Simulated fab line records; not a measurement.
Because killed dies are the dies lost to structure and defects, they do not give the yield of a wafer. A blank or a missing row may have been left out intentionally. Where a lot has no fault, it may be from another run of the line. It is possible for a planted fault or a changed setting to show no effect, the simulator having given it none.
The tool behind it: which one? | flow sky130 | 10 lots with 30 wafers sampled at 6 steps, on a route of 708 steps

== WHAT EACH GAUGE READ, for each wafer ==
SKY_SONOS_ONO_OVL_MEAS_14.
lot  | measured     | on         | SONOS_ONO_OVL (nm)
L778 | day 12 13:28 | overlay-01 | 0.5 0.4 0.2
L780 | day 13 12:46 | overlay-01 | -2.3 0.4 -0.6
L788 | day 15 21:52 | overlay-01 | 0.1 -1.2 1.0
L790 | day 16 20:50 | overlay-01 | -1.2 -0.7 -0.6
L794 | day 18 20:28 | overlay-02 | -0.7 -1.2 2.0
L795 | day 18 20:56 | overlay-02 | 1.4 0.1 -1.0
L798 | day 19 09:43 | overlay-01 | 2.2 -0.5 -0.9
L799 | day 19 22:25 | overlay-02 | -0.3 -2.0 -1.0
L800 | day 20 02:37 | overlay-01 | -3.6 -2.7 -2.8
L801 | day 20 15:56 | overlay-01 | -1.8 -1.0 -3.1

SKY_POLY_GATE_THK_MEAS_01.
lot  | measured     | on           | POLY_GATE_CVD_00_THK (nm)
L778 | day 13 22:19 | filmMetro-03 | 179.3 179.9 179.7
L780 | day 14 23:50 | filmMetro-02 | 179.6 179.3 178.7
L788 | day 17 12:04 | filmMetro-02 | 182.4 180.6 179.7
L790 | day 18 07:09 | filmMetro-01 | 179.7 180.4 179.9
L794 | day 20 07:56 | filmMetro-03 | 179.4 179.2 178.1
L795 | day 20 09:08 | filmMetro-03 | 182.3 179.5 181.7
L798 | day 20 22:05 | filmMetro-02 | 182.2 179.9 178.5
L799 | day 21 11:08 | filmMetro-01 | 179.5 182.6 180.8
L800 | day 21 14:02 | filmMetro-03 | 181.6 180.8 182.9
L801 | day 22 03:23 | filmMetro-02 | 179.9 181.6 178.5

SKY_CAPM_RS_MEAS_03: uses a four-point probe to measure.
lot  | measured     | on           | CAPM_TIN_RS (ohm/sq)
L778 | day 36 10:15 | filmMetro-04 | 6.98 6.95 6.98
L780 | day 37 04:46 | filmMetro-02 | 6.90 6.91 6.97
L788 | day 39 11:48 | filmMetro-04 | 6.82 9.56 6.79
L790 | day 40 02:50 | filmMetro-02 | 6.88 9.83 6.89
L794 | day 41 17:29 | filmMetro-04 | 6.85 6.83 6.87
L795 | day 41 20:48 | filmMetro-03 | 6.87 6.97 6.91
L798 | day 42 08:56 | filmMetro-02 | 6.84 6.88 6.88
L799 | day 42 16:10 | filmMetro-04 | 6.84 6.78 6.79
L800 | day 43 00:20 | filmMetro-04 | 6.81 6.87 6.87
L801 | day 43 04:02 | filmMetro-04 | 6.87 6.85 6.88

SKY_CAPM_THK_MEAS_04: measures by xrf.
lot  | measured     | on           | CAPM_TIN_THK (nm)
L778 | day 36 10:22 | filmMetro-04 | 194.8 196.1 194.5
L780 | day 37 04:53 | filmMetro-02 | 198.8 198.3 197.0
L788 | day 39 11:55 | filmMetro-04 | 198.2 143.8 200.5
L790 | day 40 02:58 | filmMetro-02 | 198.0 139.8 197.6
L794 | day 41 17:37 | filmMetro-04 | 197.9 199.5 197.8
L795 | day 41 20:55 | filmMetro-03 | 196.5 195.0 196.2
L798 | day 42 09:03 | filmMetro-02 | 198.8 198.0 198.4
L799 | day 42 16:16 | filmMetro-04 | 198.2 199.3 199.7
L800 | day 43 00:27 | filmMetro-04 | 199.6 198.3 197.5
L801 | day 43 04:08 | filmMetro-04 | 198.1 198.7 198.2

== WHAT TOOL EACH LOT RAN ON (gives the tool, then ch and the chambers of the sampled wafers, and finally the start) ==
lot  | SKY_LDD_HVN_STRIP_09                | SKY_CAPM_SPUTTER_02
L778 | plasmaAsher-04 ch 0,1, day 20 05:30 | pvdSputter-04, day 36 10:08
L780 | plasmaAsher-03 ch 1, day 21 09:00   | pvdSputter-04, day 37 04:39
L788 | plasmaAsher-04 ch 0,1, day 24 01:51 | pvdSputter-04, day 39 11:41
L790 | plasmaAsher-04 ch 0,1, day 24 18:29 | pvdSputter-04, day 40 02:44
L794 | plasmaAsher-03 ch 0,1, day 26 17:21 | pvdSputter-02, day 41 17:23
L795 | plasmaAsher-04 ch 0,1, day 26 20:06 | pvdSputter-01, day 41 20:41
L798 | plasmaAsher-03 ch 0,1, day 27 08:36 | pvdSputter-04, day 42 08:49
L799 | plasmaAsher-04 ch 0,1, day 27 23:18 | pvdSputter-04, day 42 16:02
L800 | plasmaAsher-04 ch 0,1, day 28 04:57 | pvdSputter-04, day 43 00:13
L801 | plasmaAsher-01 ch 0,1, day 28 11:47 | pvdSputter-02, day 43 03:54
- SKY_LDD_HVN_STRIP_09: strips in O2/N2.
- SKY_CAPM_SPUTTER_02: material TiN, target thk 200 nm, time 166.7 s.

== AS READ BY THE TOOLS THEMSELVES (means over the sampled wafers that have a number; for cases with no such wafer, the mark the record gives instead) ==
SKY_LDD_HVN_STRIP_09.
lot  | tool           | drypumpMotorCurrentA (A) | oesProductAu (a.u.) | stripTimeToEndpointS (s)
L778 | plasmaAsher-04 | 5.82                     | 0.405               | 4.132
L780 | plasmaAsher-03 | 5.96                     | 0.414               | 4.156
L788 | plasmaAsher-04 | 5.83                     | 0.404               | 4.159
L790 | plasmaAsher-04 | 5.80                     | 0.408               | 4.128
L794 | plasmaAsher-03 | 5.93                     | 0.405               | 4.149
L795 | plasmaAsher-04 | 5.86                     | 0.407               | 4.143
L798 | plasmaAsher-03 | 5.90                     | 0.409               | 4.143
L799 | plasmaAsher-04 | 5.86                     | 0.414               | 4.131
L800 | plasmaAsher-04 | 5.80                     | 0.407               | 4.136
L801 | plasmaAsher-01 | 5.41                     | 0.410               | 4.122

SKY_CAPM_SPUTTER_02.
lot  | tool          | throttleValvePct (%)
L778 | pvdSputter-04 | 28.5
L780 | pvdSputter-04 | 28.0
L788 | pvdSputter-04 | 29.3
L790 | pvdSputter-04 | 29.3
L794 | pvdSputter-02 | 31.1
L795 | pvdSputter-01 | 29.4
L798 | pvdSputter-04 | 28.8
L799 | pvdSputter-04 | 28.2
L800 | pvdSputter-04 | 28.9
L801 | pvdSputter-02 | 31.1

== THE ANSWER, worked out from the rows above alone ==
Rule: the lots themselves supply what counts as usual. Put in order of their means at a reading, lots are off if they are a third of the lots or fewer, leave a main group of 4 or more, and stand apart from it by a gap of 3 or more times the standard deviation of the main group's means; of several such gaps the widest counts. Not used: any main group whose means are identical at the precision the tables above print for the reading. A lot without any number at a reading at which 4 lots or more have one is off too. All remaining lots with rows at the step are treated as sound. The gauges are gone through in route order, then the tools' own readings, and for those a lot's mean is taken as printed above. The first step at which some lot is off is used, and at that step the reading that is off furthest; a lot without a number counts as furthest.
Off: at SKY_CAPM_RS_MEAS_03 (CAPM_TIN_RS), L788, L790. The main group: mean 6.88 ohm/sq, standard deviation 0.05.
If a tool, at a process step before that reading, ran all the lots that are off and no sound lot after the first of them, it fits. Gauges at SKY_CAPM_RS_MEAS_03: tried the same way as those tools. No candidate that was tried fits.

== WHAT THE SIMULATOR HAD INSERTED ==
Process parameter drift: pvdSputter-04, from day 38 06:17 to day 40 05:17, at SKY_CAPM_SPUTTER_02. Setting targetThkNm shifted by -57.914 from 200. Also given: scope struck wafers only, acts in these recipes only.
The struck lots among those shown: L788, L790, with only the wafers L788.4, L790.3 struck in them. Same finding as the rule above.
